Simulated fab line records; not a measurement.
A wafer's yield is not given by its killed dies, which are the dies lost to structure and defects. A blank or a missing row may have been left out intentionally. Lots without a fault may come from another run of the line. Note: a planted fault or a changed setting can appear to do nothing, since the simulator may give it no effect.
8D (eight disciplines) problem report, filled in by code / flow sky130 / the parts of the form that need people (team, actions taken, sign-off) are left out

## 1. PROBLEM STATEMENT
Wafers with no fault read 9.99 s with a standard deviation of 0.2, whereas beam-on-s at SKY_GATE_OXIDE_IMPLANT_11 reads a mean of 11.52 s on 1 wafer of 1 lot. Relative to the usual mean, that is a shift of +7.6 standard deviations.
The first sign was on wafer L142.5 at day 18 08:14, on implanter-01. The record holds 36 wafers of 12 lots with a number at this step. The rule behind "out" and "out of limits": a value lying over 4 standard deviations away from the usual mean. The other wafers with a number count as sound.

## 2. WHAT IT IS, AND WHAT IT ISN'T
question=which readings at this step | is=beam-on-s, faraday-current-uA | is not=-
question=which lots | is=L142 | is not=L130, L131, L132, L133, L134, L148, L149, L150, L151, L152, L153
question=which wafers of those lots | is=L142.5 | is not=L142.3, L142.6
question=read on which tools | is=implanter-01 | is not=implanter-02, implanter-04
question=when | is=from day 18 08:14 | is not=up to then (17 sound wafers); but 18 sound wafers of L148, L149, L150, L151, L152, L153 came after

## 3. WHAT RULES OUT EACH SUSPECT
Counting: any tool at a process step up to the reading remains a suspect provided it ran every lot that is out. Sound lots after the first of them don't rule it out here, since some wafers of a struck lot are sound.
- plasma-asher-02 at SKY_VT_ADJUST_HVTR_STRIP_10 (strips in O2/N2): kept. It ran the lot that is out, L142 (day 13 10:53); its last sound lot up to then is L130 (day 9 16:25).
- implanter-01 at SKY_GATE_OXIDE_IMPLANT_11: kept. It ran the lot that is out, L142 (day 18 08:14); its last sound lot up to then is L134 (day 15 10:39). Out on those wafers are its own readings of beam-on-s, faraday-current-uA.
- Within plasma-asher-02 at SKY_VT_ADJUST_HVTR_STRIP_10: the wafers that are out ran in chamber 1; their sound lot-mates ran in chamber 0.
What counting leaves: plasma-asher-02 at SKY_VT_ADJUST_HVTR_STRIP_10 and implanter-01 at SKY_GATE_OXIDE_IMPLANT_11.

## 4. THE CAUSE (what the simulator had put in)
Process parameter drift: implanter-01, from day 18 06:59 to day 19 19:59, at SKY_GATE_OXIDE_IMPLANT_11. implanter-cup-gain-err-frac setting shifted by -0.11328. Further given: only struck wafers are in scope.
Counting leaves 2 suspects; this tool is one of them.

## 5. THE CHAIN OF EFFECTS, in route order
Each row: a reading whose mean over the struck wafers that have a number lies more than 3 standard deviations from the usual. Only readings for which the record gives a usual standard deviation are gone through. hours: the time from each lot's start at the first step in this table that gives one to its start at this step, as a median over the lots. sigmas: the change in usual standard deviations.
hours=0; step=SKY_GATE_OXIDE_IMPLANT_11; reading=beam-on-s; usual=9.99 s; on struck wafers=11.52; change=+1.53; sigmas=+7.6
hours=0; step=SKY_GATE_OXIDE_IMPLANT_11; reading=faraday-current-uA; usual=14.68; on struck wafers=12.74; change=-1.94; sigmas=-6.9
hours=0; step=SKY_GATE_OXIDE_TW_MEAS_14; reading=GATE_OXIDE_TW; usual=225.3; on struck wafers=231.6; change=+6.3; sigmas=+3.5
It contains these process steps:
- SKY_GATE_OXIDE_IMPLANT_11

## 6. WHAT WOULD HAVE CAUGHT IT SOONER
In this record the first reading out of limits was taken at day 18 08:14, 1 hour after the fault began at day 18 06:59.
